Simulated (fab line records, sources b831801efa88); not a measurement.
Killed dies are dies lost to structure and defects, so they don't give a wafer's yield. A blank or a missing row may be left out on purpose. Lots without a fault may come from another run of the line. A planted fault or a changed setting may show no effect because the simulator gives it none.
One fault seen from 2 desks | flow gf180mcu | each desk has only its own numbers; what lay behind them comes last

THE METROLOGY DESK
What the gauges read, lot by lot, whatever tool the lot ran on: means of the sampled wafers that have a number. A lot is out of limits, marked OUT, if its mean lies more than 4 standard deviations from the usual mean; the brackets give that distance.
Columns: A = cd_nm at GF_CONTACT_CD_MEAS_14, usual 219.8 nm
lot  | first seen here | A
L475 | day 16 14:08    | 220.2
L476 | day 16 18:42    | 219.9
L478 | day 17 15:40    | 218.9
L479 | day 17 19:27    | 221.7
L481 | day 18 17:08    | 222.6
L484 | day 20 01:58    | 221.0
L485 | day 20 09:05    | 221.2
L486 | day 20 16:49    | 219.3
L490 | day 21 22:22    | 220.9
L493 | day 22 23:10    | 221.2
L494 | day 23 12:28    | 220.6
L495 | day 23 19:28    | 219.8
L496 | day 24 07:56    | 220.3
L497 | day 24 15:46    | 218.8
This desk's finding: nothing out of limits on any of the 14 lots.

THE TOOL OWNER'S DESK: cmp-01
The tool's own readings at GF_CONTACT_CMP_04 (polishes SiO2): means of the sampled wafers that have a number, for each lot that ran on this tool. A lot is out of limits, marked OUT, if its mean lies more than 4 standard deviations from the usual mean; the brackets give that distance.
Columns: A = motor_current_A at GF_CONTACT_CMP_04, usual 12.7 A; B = time_to_endpoint_s at GF_CONTACT_CMP_04, usual 108 s
lot  | first seen here | A    | B
L475 | day 15 15:58    | 12.0 | 104
L481 | day 17 17:29    | 11.5 | 117
L484 | day 19 01:11    | 12.1 | 114
L485 | day 19 08:32    | 13.5 | 113
L495 | day 22 20:56    | 12.0 | 110
L497 | day 23 17:41    | 12.2 | 104
This desk's finding: nothing out of limits on any of the 6 lots.

PUT TOGETHER
The metrology desk saw nothing out of limits.
The tool owner's desk saw nothing out of limits.

WHAT THE SIMULATOR HAD PUT IN
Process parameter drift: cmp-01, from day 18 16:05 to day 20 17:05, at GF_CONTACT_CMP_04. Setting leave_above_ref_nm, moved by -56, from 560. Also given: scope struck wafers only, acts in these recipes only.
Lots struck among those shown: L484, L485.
